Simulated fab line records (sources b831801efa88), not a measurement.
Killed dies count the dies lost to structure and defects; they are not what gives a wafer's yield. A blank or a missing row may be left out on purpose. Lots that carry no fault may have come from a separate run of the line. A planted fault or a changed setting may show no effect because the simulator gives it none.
Which of the tools did it? -- flow sky130 -- at 1 step of a route of 708, 6 lots with 18 wafers sampled

== WHAT THE GAUGES SHOWED, per wafer ==
SKY_SONOS_TUNNEL_CD_MEAS_07 targets a cd of 410 nm.
lot,measured,on,cdNm (nm)
L257,day 11 20:16,cdSem-01,410.3 410.8 410.7
L259,day 12 12:52,cdSem-02,412.7 412.4 411.3
L261,day 13 09:47,cdSem-01,409.4 410.5 409.4
L263,day 13 22:50,cdSem-01,410.6 409.7 409.4
L273,day 17 03:59,cdSem-02,406.2 407.1 409.0
L277,day 18 09:19,cdSem-01,410.1 409.5 407.2

== TOOL THAT RAN EACH LOT (tool first, then ch and the chambers of the sampled wafers, then the start) ==
The record holds no process step before these readings.

== THE ANSWER, worked out from the rows above alone ==
Rule: what is usual is taken from the lots themselves. Put in order of their means at a reading, lots are off if they are a third of the lots or fewer, leave a main group of 4 or more, and stand apart from it by a gap of 3 or more times the standard deviation of the main group's means; of several such gaps the widest counts. A main group is skipped when, at the precision printed for the reading in the tables above, its means are all equal. Also off: a lot with no number at a reading for which 4 or more lots have one. All remaining lots with rows at the step are treated as sound.
No lot is off on any of the readings shown, so nothing can be concluded from this.

== WHAT HAD BEEN PUT IN BY THE SIMULATOR ==
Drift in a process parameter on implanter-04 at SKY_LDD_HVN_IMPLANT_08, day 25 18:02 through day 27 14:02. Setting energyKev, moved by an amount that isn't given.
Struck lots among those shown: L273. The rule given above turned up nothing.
